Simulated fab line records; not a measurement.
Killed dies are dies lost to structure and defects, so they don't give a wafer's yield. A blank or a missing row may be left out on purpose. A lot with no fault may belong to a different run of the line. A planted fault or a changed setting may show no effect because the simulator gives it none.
Struck lot and sound lot, side by side ; flow gf180mcu ; 43 out of 602 route steps
Sound: these wafers, L834.1, L834.2, L834.4. The struck wafers were L848.1, L848.3, L848.5. Last of all comes the cause.
Each step with rows lists, per side, the tool, then ch with its chambers, then its first start. Under that, the readings that differ: sound wafers ; struck wafers ; difference of the means ; sigmas: that difference in standard deviations of wafers without a fault.
alike: same words and numbers on both sides, and readings whose means sit less than 2 such deviations apart. not compared: any withheld reading, any reading some wafer has no value for, any bound like >300 that may hide the same value, and any number with overlapping values for which the record gives no deviation.
Wherever a step has rows on one side only, a row that says differs or no value, or a row with sigmas, the two part there. Numbers that have no deviation but don't overlap get no sigmas and don't part them. A reading that every wafer of one side lacks parts them only if that side has two wafers or more.

GF_V3_STRIP_18: strips in O2/N2.
  sound on plasma_asher-03 ch 0,1, day 22 20:04; struck on plasma_asher-03 ch 0,1, day 27 09:40
  alike: drypump_motor_current_A, heater_power_w, oes_product_au
  not compared: rf_hours_counter_h
then, 2 steps without rows for these wafers: GF_V3_STRIP_19 (strips in post etch residue remover, time 1200 s); GF_V3_CLEAN_20 (cleans in DIW).
GF_V3_SPUTTER_21: material Ti, target thk 15 nm, time 80.02 s.
  sound on pvd_sputter-03, day 22 20:35; struck on pvd_sputter-01, day 27 10:14
  alike: throttle_valve_pct
then, 2 steps without rows for these wafers: GF_V3_SPUTTER_22 (material TiN, target thk 10 nm, time 40 s); GF_V3_CVD_23 (deposits W, target thk 350 nm, time 104.9 s).
GF_V3_RS_MEAS_24: the measuring method here is four-point-probe.
  sound on film_metro-02, day 22 20:48; struck on film_metro-01, day 27 10:26
  alike: V3_W_RS
GF_V3_THK_MEAS_25: measures by xrf.
  sound on film_metro-02, day 22 20:55; struck on film_metro-01, day 27 10:34
  alike: V3_W_THK
then, 2 steps without rows for these wafers: GF_V3_CMP_26 (polishes, stops on SiO2, t overpolish 15 s, target thk 0 nm); GF_M4_SPUTTER_00 (material Ti, target thk 37.5 nm, time 150 s).
GF_M4_SPUTTER_01: material TiN, target thk 30 nm, time 25 s.
  sound on pvd_sputter-01, day 22 21:23; struck on pvd_sputter-03, day 27 11:01
  alike: throttle_valve_pct
GF_M4_SPUTTER_02: material AlCu, target thk 450 nm, time 23.9 s.
  sound on pvd_sputter-01, day 22 21:25; struck on pvd_sputter-03, day 27 11:03
  alike: throttle_valve_pct
GF_M4_SPUTTER_03: material Ti, target thk 10 nm, time 6.7 s.
  sound on pvd_sputter-01, day 22 21:26; struck on pvd_sputter-03, day 27 11:05
  alike: throttle_valve_pct
then, 1 step without rows for these wafers: GF_M4_SPUTTER_04 (material TiN, target thk 50 nm, time 41.7 s).
GF_M4_RS_MEAS_05: the measuring method here is four-point-probe.
  sound on film_metro-02, day 22 21:30; struck on film_metro-04, day 27 11:08
  alike: M4_ALCU_RS
GF_M4_THK_MEAS_06: measures by xrf.
  sound on film_metro-02, day 22 21:37; struck on film_metro-04, day 27 11:16
  alike: M4_ALCU_THK
then, 7 steps without rows for these wafers: GF_M4_DEHYDRATE_07 (time 60 s); GF_M4_HMDS_08 (prime time 60 s); GF_M4_COAT_09 (resist thk 1000 nm); GF_M4_SOFTBAKE_10 (time 60 s); GF_M4_EXPOSE_11 (exposes mask Metal4, target cd 280 nm); GF_M4_PEB_12 (peb time 90 s); GF_M4_DEVELOP_13 (develop time 60 s).
GF_M4_CD_MEAS_14: the cd target is 280 nm.
  sound on cd_sem-01, day 23 19:59; struck on cd_sem-01, day 28 06:50
  alike: cd_nm
GF_M4_OVL_MEAS_15:
  sound on overlay-01, day 23 20:06; struck on overlay-02, day 28 06:59
  alike: M4_OVL
GF_M4_METAL_ETCH_16: etches the open film in Cl2/BCl3, stops on SiO2, target depth 750.8 nm, time 125.1 s.
  sound on rie_metal-02 ch 0,1, day 23 20:08; struck on rie_metal-04 ch 0,1, day 28 07:01
  alike: drypump_motor_current_A, oes_product_au, throttle_valve_pct
  not compared: rf_hours_counter_h
then, 4 steps without rows for these wafers: GF_M4_STRIP_17 (strips in O2/N2); GF_M4_STRIP_18 (strips in post etch residue remover, time 1200 s); GF_M4_CLEAN_19 (cleans in DIW); GF_V4_CVD_00 (deposits SiO2, target thk 600 nm, time 100 s).
GF_V4_THK_MEAS_01:
  sound on film_metro-03, day 23 20:55; struck on film_metro-03, day 28 07:47
  alike: V4_CVD_00_THK
then, 1 step without rows for these wafers: GF_V4_CVD_02 (deposits SiO2 from TEOS, target thk 850 nm, time 94.851 s).
GF_V4_THK_MEAS_03:
  sound on film_metro-04, day 23 21:02; struck on film_metro-04, day 28 07:56
  alike: V4_CVD_02_THK
then, 1 step without rows for these wafers: GF_V4_CMP_04 (polishes SiO2).
GF_V4_BOW_MEAS_05:
  sound on film_metro-03, day 23 21:24; struck on film_metro-03, day 28 08:18
  alike: V4_BOW
then, 7 steps without rows for these wafers: GF_V4_DEHYDRATE_06 (time 60 s); GF_V4_HMDS_07 (prime time 60 s); GF_V4_COAT_08; GF_V4_COAT_09 (resist thk 990.2 nm); GF_V4_SOFTBAKE_10 (time 60 s); GF_V4_EXPOSE_11 (exposes mask Via4, target cd 260 nm); GF_V4_PEB_12 (peb time 90 s).
-- the record jumps here: 5 days lie between the struck wafers' starts before and after (it left off in module V4 and takes up again in module PASSIVATION, whose first step shown is number 602 of the route) --
GF_PASSIVATION_PROBE_99:
  only the struck wafers here have rows in the record (prober-01, day 33 03:23); the sound ones have none

WHERE THEY PART
Within this record, at GF_PASSIVATION_PROBE_99 only.

WHY: what had been put in by the simulator
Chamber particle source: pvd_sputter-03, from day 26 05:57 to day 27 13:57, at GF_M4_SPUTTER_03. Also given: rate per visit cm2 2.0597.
